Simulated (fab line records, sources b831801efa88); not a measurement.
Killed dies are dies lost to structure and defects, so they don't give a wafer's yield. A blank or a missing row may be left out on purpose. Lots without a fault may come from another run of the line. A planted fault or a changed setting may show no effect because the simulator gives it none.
Chamber matching | flow sky130 | SKY_VIA2_CMP_02 on cmp-02: 4 sister chambers
The step polishes SiO2. 7 wafers are shown with their chamber, then 7 later ones without.

WAFERS WITH THEIR CHAMBER
wafer  | chamber | motor_current_A (A)
L301.6 | 2       | 11.3
L317.6 | 1       | 11.3
L318.4 | 3       | 11.7
L318.5 | 0       | 14.4
L318.6 | 1       | 11.8
L320.2 | 3       | 12.2
L320.3 | 0       | 14.6

WAFERS WITHOUT THEIR CHAMBER
wafer  | motor_current_A (A)
L320.6 | 11.2
L321.2 | 11.4
L321.3 | 12.2
L321.5 | 12.5
L323.2 | 14.5
L323.3 | 11.8
L323.5 | 14.6

WHICH CHAMBER EACH WENT THROUGH
wafer  | from the rows above          | in truth
L320.6 | can't be placed: 2 or 1      | 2
L321.2 | can't be placed: 2 or 1 or 3 | 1
L321.3 | can't be placed: 3 or 1      | 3
L321.5 | can't be placed: 3 or 1      | 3
L323.2 | 0                            | 0
L323.3 | can't be placed: 3 or 1 or 2 | 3
L323.5 | 0                            | 0
Placed correctly: 2 of 7. Can't be placed from these rows: 5 (the true chamber is among the candidates in 5). Placed wrongly: 0.
How it was worked out, from the rows above alone: a wafer's distance from a chamber is the root of the sum, over the readings, of the square of ((its reading less the chamber's mean) divided by the reading's scatter). The wafer belongs to the nearest chamber; if the next one is less than 2 further off, it can't be placed. A chamber's mean is the mean of its shown wafers. The scatter: the root of (the sum of the squares of (reading less its chamber's mean) over the shown wafers, divided by (wafers less chambers)).
